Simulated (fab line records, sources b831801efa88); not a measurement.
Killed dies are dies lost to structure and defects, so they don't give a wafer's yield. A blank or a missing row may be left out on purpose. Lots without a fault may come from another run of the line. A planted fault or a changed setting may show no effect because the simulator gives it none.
Split-lot experiment | flow sfq_line | 5 lots, 23 wafers read, on a route of 325 steps

THE SPLIT
At SFQ_TRILAYER_M7_DEP_SPUTTER_175 (material Nb, target thk 200 nm, time 133.3 s), the setting time_s was moved away from the recipe's 133.3 s on 10 of the 23 wafers read, by -4.8% to +13.4%. The other wafers ran this setting at the recipe's value.

FROM THE SPLIT TO THE READING: what the file shows between them, 2 steps
- SFQ_M7_RS_MEAS_943: measures by four-point-probe
- SFQ_TRILAYER_M7_BARC_OPEN_METAL_ETCH_229: etches BARC in O2, target depth 125 nm, time 41.7 s (also split here: icp_w)

THE READING
oes_product_au, in a.u., at SFQ_TRILAYER_M7_ETCH_METAL_ETCH_180 (etches Nb in Cl2/Ar, stops on SiO2, target depth 240 nm, time 120 s). Fault-free wafers of this fab line usually give 0.891 a.u., standard deviation 0.0086 a.u..

wafer  | tool, chamber at the split | time_s as run, s | against the recipe | oes_product_au, a.u. | against lot-mates on the recipe
L075.1 | pvd_sputter-06, -          | 133.3            | recipe             | 0.903                | -
L075.5 | pvd_sputter-06, -          | 133.3            | recipe             | 0.902                | -
L075.6 | pvd_sputter-06, -          | 133.3            | recipe             | 0.905                | -
L080.1 | pvd_sputter-06, -          | 126.9            | -4.8%              | 0.870                | -0.009
L080.2 | pvd_sputter-06, -          | 133.3            | recipe             | 0.879                | -
L080.3 | pvd_sputter-06, -          | 126.9            | -4.8%              | 0.858                | -0.021
L080.4 | pvd_sputter-06, -          | 126.9            | -4.8%              | 0.864                | -0.015
L080.5 | pvd_sputter-06, -          | 133.3            | recipe             | 0.879                | -
L081.2 | pvd_sputter-06, -          | 151.2            | +13.4%             | 0.953                | +0.066
L081.3 | pvd_sputter-06, -          | 133.3            | recipe             | 0.894                | -
L081.4 | pvd_sputter-06, -          | 133.3            | recipe             | 0.881                | -
L081.5 | pvd_sputter-06, -          | 151.2            | +13.4%             | 0.958                | +0.071
L081.6 | pvd_sputter-06, -          | 151.2            | +13.4%             | 0.958                | +0.071
L083.2 | pvd_sputter-05, -          | 133.3            | recipe             | 0.894                | -
L083.3 | pvd_sputter-05, -          | 133.3            | recipe             | 0.900                | -
L083.4 | pvd_sputter-05, -          | 133.3            | recipe             | 0.888                | -
L083.5 | pvd_sputter-05, -          | 145.2            | +8.9%              | 0.941                | +0.047
L083.6 | pvd_sputter-05, -          | 145.2            | +8.9%              | 0.955                | +0.061
L085.1 | pvd_sputter-03, -          | 133.3            | recipe             | 0.885                | -
L085.2 | pvd_sputter-03, -          | 133.3            | recipe             | 0.873                | -
L085.4 | pvd_sputter-03, -          | 133.3            | recipe             | 0.889                | -
L085.5 | pvd_sputter-03, -          | 144.1            | +8.1%              | 0.923                | +0.041
L085.6 | pvd_sputter-03, -          | 144.1            | +8.1%              | 0.936                | +0.054

THE FIT
A straight line over all 23 wafers: oes_product_au changes by +0.00523 a.u. for each +1% of time_s; r = +0.96; the points scatter about the line by 0.0095 a.u..
The same after taking each lot's own level away (the mean of its wafers on the recipe; 23 wafers): +0.00506 a.u. for each +1%; r = +0.98; scatter 0.0066 a.u..
On that fit, the largest move of time_s shifts the reading by 0.068 a.u..
The lots' own levels span 0.8790 to 0.9033 a.u., that is 2.8 times the standard deviation above.
So the lot-to-lot level changes the slope little: the two slopes agree.
Check: with one of the wafers moved furthest among these (+13.4%) left out of the fit, the line predicts +0.0719 a.u. for it against its lot-mates. It came out at +0.0655 a.u. against them.

OTHER SPLITS ON THESE WAFERS
These wafers also went through other splits before the reading. Each is held against what the fit with the lots' levels taken away leaves over:
other split on the same wafers                   | wafers away from the commonest value | r with oes_product_au (lot level and that fit taken away)
SFQ_TRILAYER_C5_BARC_OPEN_VIA_ETCH_210 source_w  | 7                                    | -0.12
SFQ_TRILAYER_M6_DEP_SPUTTER_157 time_s           | 8                                    | +0.10
SFQ_TRILAYER_M6_LITHO_PEB_162 peb_temp_c         | 11                                   | +0.05
SFQ_TRILAYER_I6_VIA_LITHO_COAT_174 resist_thk_nm | 8                                    | -0.18
SFQ_TRILAYER_M7_BARC_OPEN_METAL_ETCH_229 icp_w   | 6                                    | +0.08

THE WHOLE CHAIN: every reading that the file lists as answering this split, in the file's order
step                                | what it does                                                        | reading                                                                                   | change (the file's fit)                   | r (the file's)
SFQ_TRILAYER_M7_DEP_SPUTTER_175     | material Nb, target thk 200 nm, time 133.3 s                        | Nb_of_TRILAYER_M7_DEP_SPUTTER_175.thk_nm (the simulator's own value, which no gauge read) | +2.04 nm for each +1% of the setting      | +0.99
SFQ_M7_RS_MEAS_943                  | measures by four-point-probe                                        | M7_NB_RS                                                                                  | -0.00849 for each +1% of the setting      | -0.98
SFQ_TRILAYER_M7_ETCH_METAL_ETCH_180 | etches Nb in Cl2/Ar, stops on SiO2, target depth 240 nm, time 120 s | oes_product_au                                                                            | +0.00533 a.u. for each +1% of the setting | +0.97

THE FILE'S OWN FIT
oes_product_au changes by +0.00533 a.u. for each +1% of time_s, r = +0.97.
